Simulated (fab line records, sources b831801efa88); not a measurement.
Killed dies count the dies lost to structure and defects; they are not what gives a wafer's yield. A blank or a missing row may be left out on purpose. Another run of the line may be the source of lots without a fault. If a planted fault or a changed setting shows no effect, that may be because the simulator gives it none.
The same fault as seen by 2 desks -- flow gf180mcu -- each desk has only its own numbers; what lay behind them comes last

## TOOL OWNER'S DESK, furnace-01
The tool's own readings at GF_POLY_GATE_OXIDATION_16 (stabilise 600 s, purge 300 s, target thk 4 nm): means of the sampled wafers that have a number, for each lot that ran on this tool. If a lot's mean is further than 4 standard deviations from the usual mean, the lot is out of limits and carries the mark OUT (the distance appears in the brackets). Of its 8 readings 7 are shown: the one that was out of limits first, and those that lie furthest out on some lot.
Columns: A = spike_tc_bottom_C at GF_POLY_GATE_OXIDATION_16, usual 866.4 C; B = spike_tc_centre_C at GF_POLY_GATE_OXIDATION_16, usual 851.2 C; C = spike_tc_lower_C at GF_POLY_GATE_OXIDATION_16, usual 850.1 C; D = spike_tc_top_C at GF_POLY_GATE_OXIDATION_16, usual 863.2 C; E = spike_tc_upper_C at GF_POLY_GATE_OXIDATION_16, usual 849.7 C; F = tube_center_temp_C at GF_POLY_GATE_OXIDATION_16, usual 850 C; G = tube_center_temp_C_max at GF_POLY_GATE_OXIDATION_16, usual 852.2
lot,first seen here,A,B,C,D,E,F,G
L341,day 10 15:55,865.5,851.0,849.8,863.8,848.6,850,851.9
L344,day 11 17:02,866.4,851.7,849.1,863.7,847.5,850,852.3
L345,day 12 07:35,866.3,851.2,849.5,863.7,848.6,850,852.4
L349,day 13 08:23,881.6 (+14) OUT,868.1 (+17) OUT,865.8 (+13) OUT,879.4 (+15) OUT,864.8 (+8.9) OUT,866 (+99 or more) OUT,867.9 (+48) OUT
L350,day 13 13:23,881.9 (+14) OUT,867.3 (+16) OUT,865.8 (+13) OUT,879.7 (+15) OUT,865.4 (+9.2) OUT,866 (+99 or more) OUT,868.3 (+49) OUT
This desk finds L349, L350 out of limits, L349 being first, at day 13 08:23 (spike_tc_bottom_C at GF_POLY_GATE_OXIDATION_16). L341, L344, L345: within limits.

## METROLOGY DESK
What the gauges read for every lot (on any tool): the sampled wafers with a number, averaged. If a lot's mean is further than 4 standard deviations from the usual mean, the lot is out of limits and carries the mark OUT (the distance appears in the brackets).
Columns: A = POLY_GATE_OXIDATION_THK at GF_POLY_GATE_THK_MEAS_17, usual 4.00 nm; B = CONTACT_W_THK at GF_CONTACT_THK_MEAS_26, usual 303 nm; C = cd_nm at GF_V1_CD_MEAS_14, usual 259.8 nm
lot,first seen here,A,B,C
L336,day 9 17:05,3.87,307,261.0
L338,day 10 05:21,3.99,305,260.0
L339,day 10 09:14,3.97,307,261.7
L341,day 10 17:11,4.02,309,260.2
L343,day 11 07:46,4.06,302,261.7
L344,day 11 18:19,4.08,299,259.5
L345,day 12 08:50,3.95,300,259.4
L346,day 12 11:17,4.03,302,258.5
L349,day 13 09:38,4.95 (+12) OUT,299,261.3
L350,day 13 14:40,4.89 (+12) OUT,299,261.8
L351,day 13 16:31,4.09,305,258.4
L357,day 15 14:23,4.10,303,260.3
This desk's finding: out of limits on L349, L350; first on L349, day 13 09:38 (POLY_GATE_OXIDATION_THK at GF_POLY_GATE_THK_MEAS_17). L336, L338, L339, L341, L343, L344, L345, L346, L351, L357: within limits.

## TAKEN TOGETHER
On L349, L350, at day 13 08:23, an alarm was possible from the tool owner's desk.
On L349, L350, the metrology desk was in a position to raise an alarm at day 13 09:38.
Of the lots named, all ran GF_POLY_GATE_OXIDATION_16 on furnace-01.

## WHAT THE SIMULATOR HAD PUT IN
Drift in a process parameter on furnace-01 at GF_POLY_GATE_OXIDATION_16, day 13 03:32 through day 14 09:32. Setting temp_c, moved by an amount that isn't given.
Struck lots among those shown: L349, L350.
Time in hours from fault onset to the first out-of-limits reading at each desk: tool owner's desk 5, metrology desk 6.
